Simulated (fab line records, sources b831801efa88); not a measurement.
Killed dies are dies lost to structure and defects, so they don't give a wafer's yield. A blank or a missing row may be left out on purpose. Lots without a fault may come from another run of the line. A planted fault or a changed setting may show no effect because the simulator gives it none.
A struck lot beside a sound one | flow sky130 | 19 steps out of a route of 708
Sound: wafers L235.1, L235.2, L235.5. Struck: wafers L226.1, L226.3, L226.6. The cause comes at the end.
At each step with rows: each side's tool, then ch and its chambers, then its first start. Under that, the readings that differ: sound wafers | struck wafers | difference of the means | sigmas: that difference in standard deviations of wafers without a fault.
alike: readings whose means differ by less than 2 such deviations, and words and numbers that are the same on both sides. not compared: withheld readings, readings that some wafer has no value for, bounds like >300 that may hide the same value, and numbers for which the record gives no deviation and whose values overlap.
The two part at a step that has a row with sigmas, a row that says differs or no value, or rows on one side only. Numbers that don't overlap but have no deviation are shown without sigmas and don't part them. A reading that every wafer of one side lacks parts them only if that side has two wafers or more.

first, 1 step without rows for these wafers: SKY_LDD_HVP_IMPLANT_08.
SKY_LDD_HVP_STRIP_09: strips in O2/N2.
  sound on plasma_asher-02 ch 0,1, day 26 13:14; struck on plasma_asher-02 ch 0,1, day 23 15:59
  alike: drypump_motor_current_A, oes_product_au, strip_time_to_endpoint_s
  not compared: rf_hours_counter_h
SKY_LDD_HVP_TW_MEAS_10:
  sound on film_metro-02, day 26 13:20; struck on film_metro-04, day 23 16:05
  alike: LDD_HVP_TW
then, 7 steps without rows for these wafers: SKY_LDD_LDN_DEHYDRATE_00 (time 60 s); SKY_LDD_LDN_HMDS_01 (prime time 60 s); SKY_LDD_LDN_COAT_02 (resist thk 1140 nm); SKY_LDD_LDN_SOFTBAKE_03 (time 60 s); SKY_LDD_LDN_EXPOSE_04 (exposes mask LDNTM, target cd 700 nm); SKY_LDD_LDN_PEB_05; SKY_LDD_LDN_DEVELOP_06 (develop time 60 s).
SKY_LDD_LDN_OVL_MEAS_07:
  sound on overlay-01, day 27 18:14; struck on overlay-01, day 24 22:20
  alike: LDD_LDN_OVL
then, 1 step without rows for these wafers: SKY_LDD_LDN_IMPLANT_08.
SKY_LDD_LDN_IMPLANT_09:
  sound on implanter-03 ch 0, day 27 18:26; struck on implanter-02 ch 0, day 24 22:31
  reading            | sound                            | struck                           | difference  | sigmas
  dose_ions_cm2      | 1.2491e+13 1.2501e+13 1.2496e+13 | 2.4477e+13 2.4459e+13 2.4496e+13 | +1.1981e+13 | +99 or more
  faraday_current_uA | 69.6 71.8 71.9                   | 137.5 140.1 139.9                | +68.1       | +49
then, 2 steps without rows for these wafers: SKY_LDD_LDN_IMPLANT_10; SKY_LDD_LDN_IMPLANT_11.
SKY_LDD_LDN_STRIP_12: strips in O2/N2.
  sound on plasma_asher-04 ch 0,1, day 27 18:53; struck on plasma_asher-04 ch 0,1, day 24 22:58
  alike: drypump_motor_current_A, oes_product_au, strip_time_to_endpoint_s
  not compared: rf_hours_counter_h
SKY_LDD_LDN_TW_MEAS_13:
  sound on film_metro-03, day 27 18:59; struck on film_metro-04, day 24 23:04
  reading    | sound          | struck         | difference | sigmas
  LDD_LDN_TW | 1472 1481 1482 | 1562 1564 1559 | +83        | +11
then, 1 step without rows for these wafers: SKY_LDD_LDN_CLEAN_14 (cleans in SC1/SC2, time 150 s).
-- the record jumps here: 22 days lie between the struck wafers' starts before and after (it left off in module LDD_LDN and takes up again in module PAD_OPEN, whose first step shown is number 708 of the route) --
SKY_PAD_OPEN_PROBE_99:
  sound on prober-02, day 49 02:06; struck on prober-01, day 47 04:09
  reading                         | sound          | struck         | difference | sigmas
  model.etest.tip_sonos.rs_ohm_sq | 2786 2746 2763 | 2385 2397 2322 | -397       |
  alike: killed_at_M0_to_M3, killed_at_M4_up, killed_at_contacts, killed_at_front_end, killed_at_other, killed_dies, killed_open, killed_short

WHERE THEY PART
First at SKY_LDD_LDN_IMPLANT_09; last, within this record, at SKY_LDD_LDN_TW_MEAS_13. Later steps at which nothing parts them and some readings are alike: SKY_PAD_OPEN_PROBE_99.

WHY: what the simulator had put in
Process parameter drift: implanter-02, from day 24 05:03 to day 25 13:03, at SKY_LDD_LDN_IMPLANT_09. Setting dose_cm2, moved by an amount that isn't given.
